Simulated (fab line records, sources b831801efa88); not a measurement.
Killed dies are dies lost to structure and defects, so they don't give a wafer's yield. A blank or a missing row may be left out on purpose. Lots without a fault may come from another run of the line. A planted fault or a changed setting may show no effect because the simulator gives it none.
A struck lot beside a sound one | flow sky130 | 19 steps out of a route of 708
Sound: wafers L462.2, L462.3, L462.6. Struck: wafers L478.2, L478.4, L478.5. The cause comes at the end.
At each step with rows: each side's tool, then ch and its chambers, then its first start. Under that, the readings that differ: sound wafers | struck wafers | difference of the means | sigmas: that difference in standard deviations of wafers without a fault.
alike: readings whose means differ by less than 2 such deviations, and words and numbers that are the same on both sides. not compared: withheld readings, readings that some wafer has no value for, bounds like >300 that may hide the same value, and numbers for which the record gives no deviation and whose values overlap.
The two part at a step that has a row with sigmas, a row that says differs or no value, or rows on one side only. Numbers that don't overlap but have no deviation are shown without sigmas and don't part them. A reading that every wafer of one side lacks parts them only if that side has two wafers or more.

first, 10 steps without rows for these wafers: SKY_RES_PROTECT_DEVELOP_06 (develop time 60 s); SKY_POLY_GATE_IMPLANT_02; SKY_RES_PROTECT_STRIP_07 (strips in O2/N2); SKY_RES_PROTECT_CLEAN_09 (cleans in SC1/SC2, time 150 s); SKY_POLY_GATE_CVD_03 (deposits Si3N4 from DCS/NH3, target thk 75 nm, time 1290 s); SKY_POLY_GATE_DEHYDRATE_05 (time 60 s); SKY_POLY_GATE_HMDS_06 (prime time 60 s); SKY_POLY_GATE_COAT_07 (resist thk 110 nm); SKY_POLY_GATE_COAT_08 (resist thk 450 nm); SKY_POLY_GATE_SOFTBAKE_09 (time 90 s).
SKY_POLY_GATE_EXPOSE_10: exposes mask P1M, target cd 150 nm.
  sound on krf_scanner-02 ch 0, day 16 09:03; struck on krf_scanner-02 ch 0, day 22 05:45
  reading              | sound                | struck               | difference | sigmas
  exposure_dose_mJ_cm2 | 27.971 27.976 28.013 | 30.656 30.668 30.613 | +2.659     | +99 or more
  alike: mask
then, 2 steps without rows for these wafers: SKY_POLY_GATE_PEB_11; SKY_POLY_GATE_DEVELOP_12 (develop time 60 s).
SKY_POLY_GATE_CD_MEAS_13: target cd 150 nm.
  sound on cd_sem-02, day 16 23:13; struck on cd_sem-02, day 22 21:01
  reading    | sound             | struck            | difference | sigmas
  cd_nm (nm) | 148.8 149.5 147.5 | 134.4 132.9 133.9 | -14.9      | -9
SKY_POLY_GATE_ETCH_15: etches BARC in N2/H2, stops on SiO2, time 118.5 s, target depth 110 nm.
  sound on rie_diel-03 ch 0,3, day 16 23:21; struck on rie_diel-04 ch 2,3, day 22 21:09
  reading                    | sound             | struck          | difference | sigmas
  model.POLY_GATE.cd_nm (nm) | 147.6 147.2 147.3 | 134 132.4 133.7 | -14        |
  alike: chamber_pressure_mTorr, drypump_motor_current_A, oes_product_au, throttle_valve_pct
  not compared: rf_hours_counter_h
then, 1 step without rows for these wafers: SKY_POLY_GATE_ETCH_16 (etches Si3N4 in CH3F/O2, stops on poly-Si, time 147.5 s, target depth 75 nm).
SKY_POLY_GATE_ETCH_17: etches poly-Si in HBr/Cl2, stops on SiO2, target depth 180 nm, time 70.5 s.
  sound on rie_si-01 ch 0,2,3, day 16 23:32; struck on rie_si-02 ch 1,2,3, day 22 21:20
  reading                    | sound             | struck            | difference | sigmas
  model.POLY_GATE.cd_nm (nm) | 148.3 146.6 146.9 | 133.5 131.7 133.6 | -14.3      |
  alike: chamber_pressure_mTorr, drypump_motor_current_A, oes_product_au, throttle_valve_pct
  not compared: rf_hours_counter_h
then, 1 step without rows for these wafers: SKY_POLY_GATE_STRIP_18 (strips in O2/N2).
-- the record jumps here: 27 days lie between the struck wafers' starts before and after (it left off in module POLY_GATE and takes up again in module PAD_OPEN, whose first step shown is number 708 of the route) --
SKY_PAD_OPEN_PROBE_99:
  sound on prober-02, day 46 02:25; struck on prober-01, day 50 00:23
  reading                                 | sound             | struck            | difference | sigmas
  model.etest.res_xhigh_po.line_ohm_um    | 5769 5830 5880    | 6308 6322 6476    | +542       |
  model.etest.pfet_01v8.r_on_ohm_um       | 2983 2960 2890    | 2646 2599 2622    | -322       |
  model.etest.pfet_g5v0d10v5.r_on_ohm_um  | 4860 4741 4738    | 4531 4490 4544    | -258       |
  model.etest.res_poly.line_ohm_um        | 528.2 528 523.8   | 643.6 644.1 654.2 | +120.6     |
  model.etest.nfet_01v8.r_on_ohm_um       | 850.4 838.1 826.5 | 766.5 745.9 761.8 | -80.3      |
  model.etest.nfet_g5v0d10v5.r_on_ohm_um  | 1877 1857 1868    | 1805 1802 1799    | -65        |
  model.etest.sonos_uncharged.r_on_ohm_um | 810.9 793.7 803.8 | 765 747.7 763.6   | -44        |
  model.etest.res_high_po.line_ohm_um     | 745.8 751.4 752.2 | 799.3 798.3 808.2 | +52.1      |
  alike: killed_at_M0_to_M3, killed_at_M4_up, killed_at_contacts, killed_at_front_end, killed_at_other, killed_dies, killed_on_rim, killed_open, killed_short

WHERE THEY PART
First at SKY_POLY_GATE_EXPOSE_10; last, within this record, at SKY_POLY_GATE_CD_MEAS_13. Later steps at which nothing parts them and some readings are alike: SKY_POLY_GATE_ETCH_15, SKY_POLY_GATE_ETCH_17, SKY_PAD_OPEN_PROBE_99.

WHY: what the simulator had put in
Process parameter drift: krf_scanner-02, from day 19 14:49 on, at SKY_POLY_GATE_EXPOSE_10. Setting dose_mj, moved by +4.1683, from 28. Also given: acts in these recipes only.
